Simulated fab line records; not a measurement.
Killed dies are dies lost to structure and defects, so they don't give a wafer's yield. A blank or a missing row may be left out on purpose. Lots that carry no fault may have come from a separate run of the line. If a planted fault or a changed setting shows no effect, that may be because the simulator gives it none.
What tool caused it? | flow sky130 | Sampling: 15 lots, 45 wafers, 3 of 708 route steps

WHAT THE GAUGES SHOWED, per wafer
SKY_VIA4_RS_MEAS_19: uses a four-point probe to measure. Usual: VIA4_W_RS gives 0.225 ohm/sq (standard deviation 0.0052).
lot  | measured     | on            | VIA4_W_RS (ohm/sq) | flag
L290 | day 42 18:29 | film-metro-03 | 0.227 0.226 0.227  |
L291 | day 43 06:26 | film-metro-03 | 0.225 0.226 0.228  |
L292 | day 43 13:52 | film-metro-02 | 0.225 0.221 0.224  |
L294 | day 44 04:28 | film-metro-02 | 0.226 0.226 0.223  |
L295 | day 44 12:23 | film-metro-02 | 0.229 0.217 0.217  |
L296 | day 44 19:41 | film-metro-02 | 0.224 0.225 0.223  |
L301 | day 46 03:20 | film-metro-02 | 0.222 0.228 0.227  |
L302 | day 46 05:55 | film-metro-02 | 0.218 0.229 0.221  |
L303 | day 46 09:58 | film-metro-01 | 0.216 0.217 0.226  |
L304 | day 46 14:31 | film-metro-02 | 0.229 0.223 0.230  |
L309 | day 47 20:31 | film-metro-03 | 0.227 0.227 0.227  |
L310 | day 48 03:11 | film-metro-02 | 0.216 0.213 0.225  |
L311 | day 48 09:28 | film-metro-01 | 0.216 0.227 0.228  |
L312 | day 48 20:06 | film-metro-01 | 0.216 0.217 0.228  |
L313 | day 48 21:49 | film-metro-01 | 0.213 0.215 0.217  |

SKY_METAL5_THK_MEAS_06: measures by xrf. Usual: METAL5_ALCU_THK gives 1152 nm (standard deviation 16).
lot  | measured     | on            | METAL5_ALCU_THK (nm) | flag
L290 | day 42 19:16 | film-metro-03 | 1131 1161 1149       |
L291 | day 43 07:12 | film-metro-02 | 1143 1136 1143       |
L292 | day 43 14:50 | film-metro-03 | 1166 1173 1171       |
L294 | day 44 05:13 | film-metro-02 | 1161 1168 1127       |
L295 | day 44 13:08 | film-metro-04 | 1138 1156 1165       |
L296 | day 44 20:27 | film-metro-03 | 1141 1176 1149       |
L301 | day 46 04:05 | film-metro-03 | 1107 1128 1115       |
L302 | day 46 06:40 | film-metro-04 | 1177 1161 1174       |
L303 | day 46 10:43 | film-metro-04 | 1129 1161 1141       |
L304 | day 46 15:25 | film-metro-03 | 1162 1145 1151       |
L309 | day 47 21:18 | film-metro-04 | 1175 1170 1175       |
L310 | day 48 03:56 | film-metro-04 | 1174 1146 1181       |
L311 | day 48 10:15 | film-metro-04 | 1153 1167 1158       |
L312 | day 48 20:52 | film-metro-02 | 1144 1135 1132       |
L313 | day 48 22:34 | film-metro-04 | 1171 1167 1163       |

SKY_PASSIVATION_THK_MEAS_01. Usual: PASSIVATION_CVD_00_THK gives 90.1 nm (standard deviation 1.4).
lot  | measured     | on            | PASSIVATION_CVD_00_THK (nm) | flag
L290 | day 43 19:17 | film-metro-03 | 89.6 90.4 92.1              |
L291 | day 44 06:29 | film-metro-04 | 90.6 90.5 90.8              |
L292 | day 44 14:44 | film-metro-04 | 91.8 91.1 91.6              |
L294 | day 45 03:26 | film-metro-03 | 90.0 90.3 89.8              |
L295 | day 45 11:11 | film-metro-01 | 90.4 90.3 90.5              |
L296 | day 45 18:40 | film-metro-04 | 89.5 90.5 89.8              |
L301 | day 47 00:53 | film-metro-04 | 89.1 88.9 90.2              |
L302 | day 47 03:59 | film-metro-04 | 89.1 90.0 89.5              |
L303 | day 47 07:35 | film-metro-01 | 90.5 89.4 90.4              |
L304 | day 47 12:47 | film-metro-04 | 90.2 90.7 90.8              |
L309 | day 48 16:29 | film-metro-04 | 89.6 91.1 90.8              |
L310 | day 48 23:25 | film-metro-03 | 89.9 91.4 88.6              |
L311 | day 49 05:37 | film-metro-03 | 90.7 91.6 91.4              |
L312 | day 49 15:08 | film-metro-03 | 89.6 91.2 92.3              |
L313 | day 49 17:10 | film-metro-01 | 87.3 88.6 88.8              |

EACH LOT AND THE TOOL THAT RAN IT (in order: tool; ch and the chambers of the sampled wafers; start)
Record: no process step prior to these readings.

WHAT THE TOOLS THEMSELVES READ (means of the sampled wafers that have a number; where no wafer has one, the mark that the record gives instead)
The record holds no such reading with a usual standard deviation.

THE ANSWER, worked out from the rows above alone
Rule: a lot counts as off when the mean over its wafers that have a number is more than 3 standard deviations away from the usual mean. A lot without any number at a reading at which 4 lots or more have one is off too. Any other lot the step has rows for is counted as sound. First the gauges in route order, then the tools' own readings, where a lot's mean is used as printed above. At the first step where some lot is off, the reading lying furthest off is the one used; lots without a number count as furthest.
Across all readings shown, no lot is off: no conclusion can be drawn from this.

WHAT WAS PUT IN BY THE SIMULATOR
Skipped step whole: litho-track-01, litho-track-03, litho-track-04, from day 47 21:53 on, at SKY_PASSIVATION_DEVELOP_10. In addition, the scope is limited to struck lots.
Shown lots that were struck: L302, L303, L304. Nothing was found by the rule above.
